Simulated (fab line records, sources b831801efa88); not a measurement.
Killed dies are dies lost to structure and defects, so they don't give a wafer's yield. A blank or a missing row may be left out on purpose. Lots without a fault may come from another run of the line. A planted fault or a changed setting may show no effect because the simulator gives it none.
A struck lot beside a sound one | flow sky130 | 23 steps out of a route of 708
Sound: wafers L532.2, L532.3, L532.4. Struck: wafers L525.2, L525.5, L525.6. The cause comes at the end.
At each step with rows: each side's tool, then ch and its chambers, then its first start. Under that, the readings that differ: sound wafers | struck wafers | difference of the means | sigmas: that difference in standard deviations of wafers without a fault.
alike: readings whose means differ by less than 2 such deviations, and words and numbers that are the same on both sides. not compared: withheld readings, readings that some wafer has no value for, bounds like >300 that may hide the same value, and numbers for which the record gives no deviation and whose values overlap.
The two part at a step that has a row with sigmas, a row that says differs or no value, or rows on one side only. Numbers that don't overlap but have no deviation are shown without sigmas and don't part them. A reading that every wafer of one side lacks parts them only if that side has two wafers or more.

first, 1 step without rows for these wafers: SKY_CAP2M_DEVELOP_11 (develop time 60 s).
SKY_CAP2M_OVL_MEAS_12:
  sound on overlay-02, day 46 15:17; struck on overlay-02, day 43 16:53
  alike: CAP2M_OVL
SKY_CAP2M_METAL_ETCH_13: etches TiN in Cl2/BCl3, stops on SiO2, target depth 220 nm, time 62.9 s.
  sound on rie_metal-02 ch 0,1, day 46 15:19; struck on rie_metal-02 ch 0,1, day 43 16:55
  alike: bias_w, drypump_motor_current_A, mfc_cl2_sccm, oes_product_au, rf_fwd_power_W, throttle_valve_pct
  not compared: rf_hours_counter_h
SKY_CAP2M_STRIP_14: strips in O2/N2.
  sound on plasma_asher-04 ch 0,1, day 46 15:24; struck on plasma_asher-01 ch 0,1, day 43 17:00
  reading                      | sound             | struck            | difference | sigmas
  strip_time_to_endpoint_s (s) | 12.58 12.64 12.64 | 12.72 12.70 12.74 | +0.10      | +2
  alike: drypump_motor_current_A, oes_product_au
  not compared: rf_hours_counter_h
then, 8 steps without rows for these wafers: SKY_CAP2M_STRIP_15 (strips in post etch residue remover, time 1200 s); SKY_CAP2M_CLEAN_16 (cleans in IPA, time 180 s); SKY_CAP2M_CLEAN_17 (cleans in O3/DIW); SKY_METAL4_DEHYDRATE_05 (time 60 s); SKY_METAL4_HMDS_06 (prime time 60 s); SKY_METAL4_COAT_07 (resist thk 60 nm); SKY_METAL4_COAT_08 (resist thk 1140 nm); SKY_METAL4_SOFTBAKE_09 (time 90 s).
SKY_METAL4_EXPOSE_10: exposes mask MM4, target cd 300 nm.
  sound on krf_scanner-02 ch 0, day 47 01:07; struck on krf_scanner-02 ch 0, day 44 03:02
  reading              | sound                | struck               | difference | sigmas
  exposure_dose_mJ_cm2 | 27.986 27.965 27.983 | 26.714 26.682 26.699 | -1.280     | -44
  alike: mask
then, 2 steps without rows for these wafers: SKY_METAL4_PEB_11; SKY_METAL4_DEVELOP_12 (develop time 60 s).
SKY_METAL4_CD_MEAS_13: target cd 300 nm.
  sound on cd_sem-01, day 47 11:10; struck on cd_sem-02, day 44 15:53
  reading    | sound             | struck            | difference | sigmas
  cd_nm (nm) | 299.3 300.4 301.0 | 213.8 274.6 273.1 | -46.4      | -31
SKY_METAL4_OVL_MEAS_14:
  sound on overlay-01, day 47 11:16; struck on overlay-01, day 44 15:59
  alike: METAL4_OVL
SKY_METAL4_DESCUM_15: chemistry O2, time 8 s.
  sound on rie_metal-01 ch 0,1, day 47 11:17; struck on rie_metal-01 ch 0,1, day 44 16:01
  reading                 | sound           | struck            | difference | sigmas
  model.METAL4.cd_nm (nm) | 300 300.3 300.8 | 213.5 274.4 272.9 | -46.8      |
  alike: drypump_motor_current_A, oes_product_au, rf_fwd_power_W
  not compared: rf_hours_counter_h
SKY_METAL4_ETCH_16: etches BARC in N2/H2, stops on SiO2, time 88.2 s, target depth 60 nm.
  sound on rie_metal-01 ch 0,1, day 47 11:19; struck on rie_metal-01 ch 0,1, day 44 16:02
  alike: bias_w, drypump_motor_current_A, oes_product_au, rf_fwd_power_W, throttle_valve_pct
  not compared: rf_hours_counter_h
SKY_METAL4_ETCH_17: etches SiO2 in C4F8/O2/Ar, stops on TiN, time 3.9 s, target depth 15 nm.
  sound on rie_diel-01 ch 0,1,2, day 47 11:25; struck on rie_diel-03 ch 0,1, day 44 16:08
  alike: bias_w, oes_product_au, rf_fwd_power_W
  not compared: rf_hours_counter_h
SKY_METAL4_METAL_ETCH_18: etches the open film in Cl2/BCl3, stops on SiO2, target depth 845 nm, time 183.1 s.
  sound on rie_metal-04 ch 0,1, day 47 11:26; struck on rie_metal-01 ch 0,1, day 44 16:10
  reading                 | sound             | struck            | difference | sigmas
  model.METAL4.cd_nm (nm) | 299.8 299.6 300.1 | 210.3 272.2 269.2 | -49.3      |
  alike: bias_w, drypump_motor_current_A, mfc_cl2_sccm, oes_product_au, rf_fwd_power_W, throttle_valve_pct
  not compared: rf_hours_counter_h
SKY_METAL4_STRIP_19: strips in O2/N2.
  sound on plasma_asher-01 ch 0,1, day 47 11:37; struck on plasma_asher-04 ch 0,1, day 44 16:20
  alike: drypump_motor_current_A, oes_product_au, strip_time_to_endpoint_s
  not compared: rf_hours_counter_h
-- the record jumps here: 4 days lie between the struck wafers' starts before and after (it left off in module METAL4 and takes up again in module PAD_OPEN, whose first step shown is number 708 of the route) --
SKY_PAD_OPEN_PROBE_99:
  sound on prober-01, day 50 16:59; struck on prober-02, day 48 05:57
  reading                  | sound          | struck         | difference | sigmas
  defect_limited_yield (%) | 82.3 86.0 80.5 | 0 80.9 80.7    | -29        | -15
  killed_at_M4_up          | 2 3 3          | 417 14 8       | +144       | +76
  killed_dies              | 87 69 96       | 492 94 95      | +143       | +15
  killed_on_rim            | 14 14 17       | 96 13 16       | +27        | +7
  sort_bin_5_function (%)  | 9.8 8.9 10.8   | 92.5 14.2 11.4 | +29.5      | +21
  sort_n_pass              | 405 423 396    | 0 398 397      | -143       | -15
  sort_yield_pct (%)       | 82.3 86.0 80.5 | 0 80.9 80.7    | -29        | -15
  alike: killed_at_M0_to_M3, killed_at_contacts, killed_at_front_end, killed_at_other, killed_open, killed_short, sort_bin_3_pad_short, sort_bin_6_memory

WHERE THEY PART
First at SKY_CAP2M_STRIP_14; last, within this record, at SKY_PAD_OPEN_PROBE_99.

WHY: what the simulator had put in
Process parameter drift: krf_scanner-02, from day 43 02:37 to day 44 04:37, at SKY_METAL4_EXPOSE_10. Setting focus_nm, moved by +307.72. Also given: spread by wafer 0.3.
